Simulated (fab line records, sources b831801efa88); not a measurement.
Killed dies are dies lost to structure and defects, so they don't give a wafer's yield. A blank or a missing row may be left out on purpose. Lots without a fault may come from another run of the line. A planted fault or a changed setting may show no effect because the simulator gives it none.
fab line records | flow sky130 | part 2 of 2: steps 29 to 29 of 29
record lots=7 wafers=21 last_day=50
route steps=708 shown LOCAL_INTERCONNECT@396 CONTACT@406 PAD_OPEN@708
lots that met no fault: from a run of the same line without faults
start_h: hours from the record's first day to the start of the lot's first wafer shown | wait_h: hours since the lot's step before | " the same as in the row above | L1.1+2: a row that stands for several wafers | - no value, or no start given | * or withheld: withheld | < > ~ a bound
route shown NAME@n: a module of which the file shows steps, and the number in the route of the first | usual: mean/standard deviation of fault-free wafers | same: alike in all rows | chamber/n: place in a boat | sites: the reading at each site | _std_site: their standard deviation | _edge_site: outer sites' mean less inner sites' | radius_mm: how far each site lies from the wafer's centre | mask NAME#n: copy n | behind: the tool/chamber that last shaped the wafer | hold: why the lot was held/for how many hours/how that ended | device: the transistor (n, p or np) that didn't switch | end of line: the same wafers' tests at the end of the route | a step without rows: its recipe alone | killed: dies lost to structure and defects at the first sort, not the wafer's yield | map: a wafer's dies, x killed, . not, _ none there
set.NAME: the setting as run; set.NAME@STEP: as run at that earlier step | model.NAME: the simulator's own value behind a step, which no gauge read
lots at some steps of the route; a table a step, a row a wafer
services: from which hour (start_h, from the record's first day; less than 0 if before it) a tool's chamber was out of use, for how many hours, and why
## steps
# step SKY_PAD_OPEN_PROBE_99
# usual killed_at_M0_to_M3=43/5.9 killed_at_M4_up=3.3/1.9 killed_at_contacts=24/5.6 killed_at_front_end=15/4.1 killed_at_other=0.4/0.66 killed_dies=86/9 killed_on_rim=17/3.7 killed_open=47/6.9 killed_short=39/6.2
# same gross_dies=492 killed_at_back_side=0
# columns lot.wafer tool chamber start_h wait_h killed_at_M0_to_M3 killed_at_M4_up killed_at_contacts killed_at_front_end killed_at_other killed_dies killed_on_rim killed_open killed_short
L627.1 prober-02 - 1101.77 0.1 42 5 29 20 0 96 20 57 39
L627.4 prober-02 - 1101.92 0.2 36 6 18 15 2 77 12 36 41
L627.5 prober-02 - 1101.97 0.2 33 7 31 15 0 86 13 47 39
L631.1 prober-02 - 1123.31 0.1 33 5 26 22 0 86 10 45 41
L631.4 prober-02 - 1123.46 0.2 42 6 24 19 0 91 21 53 38
L631.5 prober-02 - 1123.51 0.2 43 4 23 21 0 91 16 44 47
L639.3 prober-02 - 1176.78 0.2 11 2 474 5 0 492 96 12 10
L639.4 prober-02 - 1176.83 0.2 6 0 482 4 0 492 96 5 8
L639.6 prober-02 - 1176.93 0.2 11 3 475 2 1 492 96 13 6
L641.2 prober-01 - 1177.72 0.1 14 3 473 2 0 492 96 8 12
L641.3 prober-01 - 1177.77 0.2 6 0 478 8 0 492 96 20 7
L641.6 prober-01 - 1177.92 0.2 12 0 478 2 0 492 96 8 7
L640.2 prober-02 - 1179.67 0.1 7 0 481 4 0 492 96 9 9
L640.5 prober-02 - 1179.82 0.2 4 0 485 2 1 492 96 3 3
L640.6 prober-02 - 1179.87 0.2 12 0 474 5 1 492 96 10 8
L642.2 prober-01 - 1183.62 0.1 34 3 29 19 0 85 13 50 35
L642.3 prober-01 - 1183.67 0.2 49 3 26 10 0 88 16 42 46
L642.5 prober-01 - 1183.77 0.2 48 5 30 9 0 92 21 46 46
L644.1 prober-01 - 1202.97 0.1 44 2 28 11 0 85 17 52 32
L644.2 prober-01 - 1203.02 0.1 46 2 22 16 0 86 20 51 35
L644.6 prober-01 - 1203.22 0.2 39 4 18 16 0 77 15 39 37
# killed by level:class
L627.1 VIA1:geometric_particle:open=12 CONTACT:geometric_particle:open=9 CONTACT:geometric_particle:short=7 VIA3:geometric_particle:open=6 LI_CONTACT:geometric_particle:open=5 VIA3:geometric_particle:short=5 FIELD_ISO:geometric_particle:open=4 POLY_GATE:geometric_particle:open=4
L627.4 VIA1:geometric_particle:open=10 CONTACT:geometric_particle:open=6 LI_CONTACT:geometric_particle:open=5 METAL2:geometric_particle:short=4 FIELD_ISO:geometric_particle:short=4 LOCAL_INTERCONNECT:geometric_particle:short=4 METAL1:geometric_particle:short=4 METAL1:geometric_particle:open=4
L627.5 CONTACT:geometric_particle:open=13 LOCAL_INTERCONNECT:geometric_particle:short=8 VIA1:geometric_particle:open=7 METAL2:geometric_particle:short=5 POLY_GATE:geometric_particle:open=5 VIA3:geometric_particle:open=5 FIELD_ISO:geometric_particle:short=4 VIA2:geometric_particle:open=4
L631.1 CONTACT:geometric_particle:open=12 POLY_GATE:geometric_particle:open=7 POLY_GATE:geometric_particle:short=5 METAL1:geometric_particle:short=5 VIA1:geometric_particle:open=5 VIA1:geometric_particle:short=5 VIA3:geometric_particle:open=5 FIELD_ISO:geometric_particle:short=4
L631.4 VIA1:geometric_particle:open=10 VIA2:geometric_particle:open=8 LI_CONTACT:geometric_particle:open=8 FIELD_ISO:geometric_particle:short=7 POLY_GATE:geometric_particle:open=7 CONTACT:geometric_particle:open=7 LOCAL_INTERCONNECT:geometric_particle:short=5 VIA3:geometric_particle:open=5
L631.5 VIA1:geometric_particle:open=11 FIELD_ISO:geometric_particle:short=10 CONTACT:geometric_particle:open=10 VIA3:geometric_particle:open=7 VIA2:geometric_particle:open=6 CONTACT:geometric_particle:short=6 METAL2:geometric_particle:short=5 VIA1:geometric_particle:short=5
L639.3 CONTACT:lost_pattern=466 CONTACT:geometric_particle:open=4 VIA1:geometric_particle:open=4 POLY_GATE:geometric_particle:open=2 LOCAL_INTERCONNECT:geometric_particle:short=2 FIELD_ISO:geometric_particle:short=1 POLY_CUT:geometric_particle:short=1 LI_CONTACT:geometric_particle:open=1
L639.4 CONTACT:lost_pattern=478 LOCAL_INTERCONNECT:geometric_particle:short=3 METAL1:geometric_particle:short=2 FIELD_ISO:geometric_particle:short=1 SONOS_ONO:geometric_particle:open=1 POLY_GATE:geometric_particle:short=1 SPACER:geometric_particle:open=1 CONTACT:geometric_particle:open=1
L639.6 CONTACT:lost_pattern=468 VIA3:geometric_particle:short=4 CONTACT:geometric_particle:open=3 LI_CONTACT:geometric_particle:open=3 VIA1:geometric_particle:open=2 VIA3:geometric_particle:open=2 VT_ADJUST_LVTN:coat_microbubble_printed=1 SPACER:geometric_particle:open=1
L641.2 CONTACT:lost_pattern=470 VIA3:geometric_particle:open=4 METAL2:geometric_particle:short=3 LI_CONTACT:geometric_particle:short=2 VIA1:geometric_particle:short=2 VIA2:geometric_particle:open=2 METAL4:geometric_particle:short=2 POLY_GATE:geometric_particle:open=1
L641.3 CONTACT:lost_pattern=462 LI_CONTACT:geometric_particle:open=7 CONTACT:geometric_particle:open=5 FIELD_ISO:geometric_particle:open=3 LI_CONTACT:geometric_particle:short=3 POLY_CUT:geometric_particle:open=2 VIA1:geometric_particle:open=2 SONOS_ONO:geometric_particle:open=1
L641.6 CONTACT:lost_pattern=475 VIA1:geometric_particle:open=3 CONTACT:geometric_particle:open=2 METAL1:geometric_particle:short=2 VIA2:area_expose=2 SONOS_ONO:geometric_particle:short=1 SPACER:geometric_particle:open=1 VIA3:geometric_particle:short=1
L640.2 CONTACT:lost_pattern=472 POLY_GATE:geometric_particle:open=2 LI_CONTACT:geometric_particle:open=2 LOCAL_INTERCONNECT:geometric_particle:short=2 CONTACT:geometric_particle:open=2 VIA1:geometric_particle:open=2 FIELD_ISO:geometric_particle:short=1 POLY_GATE:geometric_particle:short=1
L640.5 CONTACT:lost_pattern=483 FIELD_ISO:geometric_particle:open=1 POLY_GATE:geometric_particle:open=1 CONTACT:geometric_particle:short=1 VIA2:geometric_particle:open=1 VIA2:geometric_particle:short=1 METAL3:geometric_particle:short=1 CONTACT:area_etch=1
L640.6 CONTACT:lost_pattern=471 VIA1:geometric_particle:open=4 METAL2:geometric_particle:short=2 VIA3:geometric_particle:open=2 FIELD_ISO:geometric_particle:open=1 POLY_CUT:geometric_particle:open=1 FIELD_ISO:geometric_particle:short=1 POLY_CUT:geometric_particle:short=1
L642.2 VIA1:geometric_particle:open=15 LI_CONTACT:geometric_particle:open=12 FIELD_ISO:geometric_particle:short=8 CONTACT:geometric_particle:open=7 LI_CONTACT:geometric_particle:short=5 VIA2:geometric_particle:open=4 LOCAL_INTERCONNECT:geometric_particle:short=4 VIA1:geometric_particle:short=4
L642.3 METAL2:geometric_particle:short=10 CONTACT:geometric_particle:open=8 VIA1:geometric_particle:open=8 VIA3:geometric_particle:open=7 LI_CONTACT:geometric_particle:open=7 LI_CONTACT:geometric_particle:short=6 METAL1:geometric_particle:short=6 VIA1:geometric_particle:short=5
L642.5 VIA1:geometric_particle:open=12 LI_CONTACT:geometric_particle:open=9 VIA2:geometric_particle:open=7 CONTACT:geometric_particle:open=6 METAL1:geometric_particle:short=6 METAL3:geometric_particle:short=6 LI_CONTACT:geometric_particle:short=5 LOCAL_INTERCONNECT:geometric_particle:short=5
L644.1 VIA1:geometric_particle:open=11 CONTACT:geometric_particle:open=10 LI_CONTACT:geometric_particle:open=9 METAL3:geometric_particle:open=5 METAL1:geometric_particle:short=5 VIA2:geometric_particle:open=5 VIA3:geometric_particle:short=5 FIELD_ISO:geometric_particle:short=4
L644.2 CONTACT:geometric_particle:open=11 VIA3:geometric_particle:open=9 VIA2:geometric_particle:open=8 VIA1:geometric_particle:open=6 VIA3:geometric_particle:short=6 FIELD_ISO:geometric_particle:short=5 FIELD_ISO:geometric_particle:open=5 CONTACT:geometric_particle:short=5
L644.6 VIA1:geometric_particle:open=10 METAL2:geometric_particle:short=7 LI_CONTACT:geometric_particle:open=5 LOCAL_INTERCONNECT:geometric_particle:short=5 VIA3:geometric_particle:open=5 CONTACT:geometric_particle:open=4 METAL1:geometric_particle:short=4 FIELD_ISO:geometric_particle:open=3
# map L639.3 (x killed, . not)
__________xxxxxxxxxx_________
________xxxxxxxxxxxxxx_______
______xxxxxxxxxxxxxxxxxx_____
_____xxxxxxxxxxxxxxxxxxxx____
____xxxxxxxxxxxxxxxxxxxxxx___
___xxxxxxxxxxxxxxxxxxxxxxxx__
__xxxxxxxxxxxxxxxxxxxxxxxxxx_
_xxxxxxxxxxxxxxxxxxxxxxxxxxxx
_xxxxxxxxxxxxxxxxxxxxxxxxxxxx
_xxxxxxxxxxxxxxxxxxxxxxxxxxxx
_xxxxxxxxxxxxxxxxxxxxxxxxxxxx
_xxxxxxxxxxxxxxxxxxxxxxxxxxxx
_xxxxxxxxxxxxxxxxxxxxxxxxxxxx
_xxxxxxxxxxxxxxxxxxxxxxxxxxxx
_xxxxxxxxxxxxxxxxxxxxxxxxxxxx
__xxxxxxxxxxxxxxxxxxxxxxxxxx_
___xxxxxxxxxxxxxxxxxxxxxxxx__
____xxxxxxxxxxxxxxxxxxxxxx___
_____xxxxxxxxxxxxxxxxxxxx____
______xxxxxxxxxxxxxxxxxx_____
________xxxxxxxxxxxxxx_______
__________xxxxxxxxxx_________
# map L640.2 (x killed, . not)
__________xxxxxxxxxx_________
________xxxxxxxxxxxxxx_______
______xxxxxxxxxxxxxxxxxx_____
_____xxxxxxxxxxxxxxxxxxxx____
____xxxxxxxxxxxxxxxxxxxxxx___
___xxxxxxxxxxxxxxxxxxxxxxxx__
__xxxxxxxxxxxxxxxxxxxxxxxxxx_
_xxxxxxxxxxxxxxxxxxxxxxxxxxxx
_xxxxxxxxxxxxxxxxxxxxxxxxxxxx
_xxxxxxxxxxxxxxxxxxxxxxxxxxxx
_xxxxxxxxxxxxxxxxxxxxxxxxxxxx
_xxxxxxxxxxxxxxxxxxxxxxxxxxxx
_xxxxxxxxxxxxxxxxxxxxxxxxxxxx
_xxxxxxxxxxxxxxxxxxxxxxxxxxxx
_xxxxxxxxxxxxxxxxxxxxxxxxxxxx
__xxxxxxxxxxxxxxxxxxxxxxxxxx_
___xxxxxxxxxxxxxxxxxxxxxxxx__
____xxxxxxxxxxxxxxxxxxxxxx___
_____xxxxxxxxxxxxxxxxxxxx____
______xxxxxxxxxxxxxxxxxx_____
________xxxxxxxxxxxxxx_______
__________xxxxxxxxxx_________
## services
# columns tool chamber start_h hours kind
hdpcvd-01 0 719.97 9.3 repair
rie_diel-02 2 731.39 5.1 repair
rie_diel-02 - 742.38 14.6 pm
pecvd-02 0 743.73 8.0 repair
pecvd-02 1 751.14 23.6 repair
rie_diel-03 0 770.20 2.1 repair
rie_diel-02 0 778.90 19.2 repair
rie_diel-02 3 780.67 1.9 repair
rie_diel-01 0 785.94 4.0 repair
rie_metal-04 0 786.11 63.8 repair
rie_diel-02 0 819.24 5.9 repair
hdpcvd-01 2 820.53 5.9 repair
rie_diel-02 3 834.32 6.1 repair
rie_diel-02 - 835.68 2.8 pm
hdpcvd-01 - 843.19 2.8 pm
rie_diel-02 3 846.09 6.1 repair
rie_diel-03 2 847.44 4.3 repair
rie_metal-03 1 847.57 4.1 repair
rie_diel-02 2 879.58 3.8 repair
rie_diel-01 - 890.20 2.8 pm
rie_metal-03 0 891.24 5.5 repair
rie_metal-02 - 899.17 2.8 pm
rie_diel-03 - 905.57 2.8 pm
rie_diel-01 0 916.82 5.6 repair
## key
first_sign step=SKY_CONTACT_HDPCVD_02 reading=tool_record direction=missing
effect step=SKY_CONTACT_BOW_MEAS_05 reading=CONTACT_BOW direction=down sigmas=2.1 usual=81 struck=67 wafers_moved=6
effect step=SKY_CONTACT_ETCH_17 reading=oes_product_au direction=down sigmas=99+ usual=0.892 struck=0.377
effect step=SKY_PAD_OPEN_PROBE_99 reading=killed_at_contacts direction=up sigmas=81 usual=24 struck=478
model_effect step=SKY_CONTACT_ETCH_17 value=etch.depth_nm without=340 struck=0
met_at SKY_CONTACT_HDPCVD_02
struck_wafers L639.3,L639.4,L639.6,L640.2,L640.5,L640.6,L641.2,L641.3,L641.6
later_rows_left_out L639.3,L639.4,L639.6,L640.2,L640.5,L640.6,L641.2,L641.3,L641.6
tester_left_out L639,L640,L641
onset_between 772.17 846.96
fault kind=skipped_step_whole tool=hdpcvd-01,hdpcvd-02 chamber=- onset_h=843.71 steps=SKY_CONTACT_HDPCVD_02 scope=struck_lots_only
# tester_left_out: of these lots the tester's yield and bins aren't shown, on N5 and GAA mostly nor the transistor test; their killed dies are dies lost to structure and defects alone, not to doping, threshold or leakage, so they don't give the yield
# later_rows_left_out: the simulator's readings of these wafers behind a module that went badly wrong aren't trusted and aren't shown, but for the sort
